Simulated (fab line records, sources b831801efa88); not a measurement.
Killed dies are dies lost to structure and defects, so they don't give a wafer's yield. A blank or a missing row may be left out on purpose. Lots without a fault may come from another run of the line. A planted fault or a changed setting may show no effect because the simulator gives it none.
Which tool did it? | flow sky130 | 11 lots, 33 wafers sampled, at 6 steps of a route of 708

WHAT THE GAUGES READ, wafer by wafer
SKY_VT_ADJUST_LVTN_OVL_MEAS_18.
lot  | measured     | on         | VT_ADJUST_LVTN_01_OVL (nm)
L292 | day 7 17:58  | overlay-02 | 1.8 0.7 2.7
L293 | day 8 01:26  | overlay-01 | 0.9 1.0 -0.2
L294 | day 8 10:12  | overlay-02 | 1.6 1.9 -0.6
L296 | day 9 01:11  | overlay-01 | -3.1 -1.0 -0.1
L297 | day 9 13:00  | overlay-01 | 0.4 0.4 -0.6
L298 | day 9 17:55  | overlay-02 | 0.2 0.8 0.9
L299 | day 9 21:35  | overlay-01 | -2.8 -1.2 -2.3
L303 | day 11 10:17 | overlay-01 | -2.6 -0.2 -1.3
L304 | day 11 13:56 | overlay-01 | 1.2 2.0 2.2
L307 | day 12 02:43 | overlay-01 | 0.9 -0.6 0.6
L308 | day 12 16:14 | overlay-01 | -0.1 0.9 -0.2

SKY_SONOS_ONO_OVL_MEAS_14.
lot  | measured     | on         | SONOS_ONO_OVL (nm)
L292 | day 12 18:41 | overlay-02 | -2.8 -1.7 -3.6
L293 | day 13 03:59 | overlay-01 | -0.1 -0.7 -1.9
L294 | day 13 12:58 | overlay-01 | 0.8 -1.1 -1.0
L296 | day 14 08:09 | overlay-01 | -0.1 -1.0 -1.9
L297 | day 14 23:05 | overlay-01 | 0.8 0.4 1.6
L298 | day 15 03:53 | overlay-02 | -1.4 -0.4 -0.7
L299 | day 15 08:28 | overlay-02 | 1.3 0.0 0.8
L303 | day 17 07:25 | overlay-01 | -0.7 -0.6 -0.3
L304 | day 17 09:16 | overlay-01 | -0.1 -0.5 1.1
L307 | day 18 03:50 | overlay-02 | -0.9 0.6 0.6
L308 | day 18 21:19 | overlay-01 | 2.7 0.4 2.7

SKY_POLY_GATE_THK_MEAS_01.
lot  | measured     | on            | POLY_GATE_CVD_00_THK (nm)
L292 | day 14 02:36 | film_metro-04 | 179.3 179.8 179.2
L293 | day 14 13:46 | film_metro-04 | 181.8 181.6 181.4
L294 | day 14 20:59 | film_metro-04 | 179.0 178.9 179.2
L296 | day 15 19:31 | film_metro-01 | 178.7 177.2 177.7
L297 | day 16 09:23 | film_metro-04 | 179.9 179.7 179.3
L298 | day 16 16:25 | film_metro-04 | 181.5 180.5 182.1
L299 | day 16 19:12 | film_metro-03 | 180.1 179.5 178.7
L303 | day 18 21:23 | film_metro-04 | 179.6 179.4 180.7
L304 | day 18 20:12 | film_metro-01 | 179.3 177.3 178.4
L307 | day 19 14:28 | film_metro-04 | 134.9 135.6 134.9
L308 | day 20 09:08 | film_metro-04 | 132.1 129.3 133.8

SKY_LDD_N_OVL_MEAS_07.
lot  | measured     | on         | LDD_N_OVL (nm)
L292 | day 17 21:29 | overlay-02 | 3.4 1.4 0.0
L293 | day 18 08:02 | overlay-02 | 2.7 1.1 1.4
L294 | day 18 15:02 | overlay-02 | 2.8 0.8 -0.3
L296 | day 19 15:59 | overlay-01 | 3.2 2.3 1.3
L297 | day 20 09:14 | overlay-01 | -0.1 1.9 0.7
L298 | day 20 15:22 | overlay-02 | 1.4 2.2 0.2
L299 | day 20 17:34 | overlay-02 | 0.2 0.1 1.6
L303 | day 22 21:53 | overlay-01 | 0.5 2.3 0.4
L304 | day 22 21:15 | overlay-02 | -2.6 -1.3 0.0
L307 | day 23 16:13 | overlay-02 | 0.1 -0.3 1.6
L308 | day 24 07:54 | overlay-02 | -1.6 -1.9 -2.4

WHICH TOOL RAN EACH LOT (tool, then ch and the chambers of the sampled wafers, then the start)
lot  | SKY_POLY_GATE_CVD_00        | SKY_POLY_GATE_ETCH_17
L292 | lpcvd-01 ch 0, day 14 01:24 | rie_si-01 ch 0,2, day 16 14:31
L293 | lpcvd-01 ch 1, day 14 12:34 | rie_si-02 ch 0,1,3, day 17 00:43
L294 | lpcvd-01 ch 0, day 14 19:45 | rie_si-02 ch 0,1, day 17 07:01
L296 | lpcvd-01 ch 0, day 15 16:49 | rie_si-01 ch 0,2,3, day 18 07:13
L297 | lpcvd-01 ch 0, day 16 08:10 | rie_si-01 ch 1,2,3, day 18 23:25
L298 | lpcvd-01 ch 1, day 16 15:13 | rie_si-01 ch 0,1,3, day 19 05:49
L299 | lpcvd-01 ch 0, day 16 18:00 | rie_si-02 ch 0,1,3, day 19 08:07
L303 | lpcvd-01 ch 1, day 18 20:10 | rie_si-01 ch 0,3, day 21 13:46
L304 | lpcvd-01 ch 1, day 18 18:58 | rie_si-02 ch 1,2,3, day 21 12:46
L307 | lpcvd-01 ch 1, day 19 13:16 | rie_si-02 ch 0,1,2, day 22 08:13
L308 | lpcvd-01 ch 1, day 20 07:55 | rie_si-01 ch 2,3, day 23 02:10
- SKY_POLY_GATE_CVD_00: deposits poly-Si, target thk 180 nm, time 720 s.
- SKY_POLY_GATE_ETCH_17: etches poly-Si in HBr/Cl2, stops on SiO2, target depth 180 nm, time 70.5 s.

WHAT THE TOOLS THEMSELVES READ (means of the sampled wafers that have a number; where no wafer has one, the mark that the record gives instead)
SKY_POLY_GATE_CVD_00.
lot  | tool     | pressure_mtorr (mTorr) | spike_tc_upper_C (C) | zone_power_centre_pct (%)
L292 | lpcvd-01 | 199.9                  | 618.0                | 11.4
L293 | lpcvd-01 | 200.0                  | 619.3                | 9.1
L294 | lpcvd-01 | 199.8                  | 619.2                | 11.4
L296 | lpcvd-01 | 200.3                  | 619.7                | 11.4
L297 | lpcvd-01 | 200.3                  | 618.9                | 11.3
L298 | lpcvd-01 | 200.2                  | 619.4                | 9.2
L299 | lpcvd-01 | 200.0                  | 620.0                | 11.3
L303 | lpcvd-01 | 199.5                  | 619.9                | 9.2
L304 | lpcvd-01 | 200.1                  | 619.8                | 9.1
L307 | lpcvd-01 | 200.0                  | 618.6                | 9.1
L308 | lpcvd-01 | 200.0                  | 619.8                | 9.2

SKY_POLY_GATE_ETCH_17.
lot  | tool      | HBr_flow_sccm (sccm) | bias_w (W) | drypump_motor_current_A (A) | oes_product_au (a.u.) | throttle_valve_pct (%)
L292 | rie_si-01 | 149.5                | 99.6       | 6.2                         | 0.991                 | 33.677
L293 | rie_si-02 | 149.8                | 100.2      | 5.7                         | 0.982                 | 33.691
L294 | rie_si-02 | 150.2                | 100.1      | 6.1                         | 0.990                 | 33.687
L296 | rie_si-01 | 150.0                | 100.0      | 5.8                         | 0.982                 | 33.684
L297 | rie_si-01 | 150.0                | 100.1      | 5.8                         | 0.986                 | 33.689
L298 | rie_si-01 | 149.3                | 100.0      | 5.6                         | 0.995                 | 33.681
L299 | rie_si-02 | 150.1                | 99.7       | 5.6                         | 0.981                 | 33.690
L303 | rie_si-01 | 150.0                | 100.1      | 5.5                         | 0.992                 | 33.688
L304 | rie_si-02 | 149.9                | 100.0      | 5.5                         | 0.982                 | 33.674
L307 | rie_si-02 | 150.2                | 100.3      | 5.9                         | 0.818                 | 33.688
L308 | rie_si-01 | 149.3                | 99.7       | 5.8                         | 0.801                 | 33.678

THE ANSWER, worked out from the rows above alone
Rule: what is usual is taken from the lots themselves. Put in order of their means at a reading, lots are off if they are a third of the lots or fewer, leave a main group of 4 or more, and stand apart from it by a gap of 3 or more times the standard deviation of the main group's means; of several such gaps the widest counts. A main group whose means are all the same, to the digits that the tables above print for the reading, isn't used. A lot without any number at a reading at which 4 lots or more have one is off too. The other lots that the step has rows for count as sound. The gauges are gone through in route order, then the tools' own readings, and for those a lot's mean is taken as printed above. The first step at which some lot is off is used, and at that step the reading that is off furthest; a lot without a number counts as furthest.
Off: L307, L308, at SKY_POLY_GATE_THK_MEAS_01 (POLY_GATE_CVD_00_THK). The main group: mean 179.6 nm, standard deviation 1.2.
A tool fits if, at a process step before that reading, it ran every lot that is off, and no sound lot after the first of them. The gauges at SKY_POLY_GATE_THK_MEAS_01 aren't tried: what is off there is off at SKY_POLY_GATE_ETCH_17 too, on other tools, and a gauge's error can't cause that. One fits: lpcvd-01 at SKY_POLY_GATE_CVD_00. Its last sound lot is L303 (day 18 20:10), its first lot that is off L307 (day 19 13:16): a fault that began between those two fits.

WHAT THE SIMULATOR HAD PUT IN
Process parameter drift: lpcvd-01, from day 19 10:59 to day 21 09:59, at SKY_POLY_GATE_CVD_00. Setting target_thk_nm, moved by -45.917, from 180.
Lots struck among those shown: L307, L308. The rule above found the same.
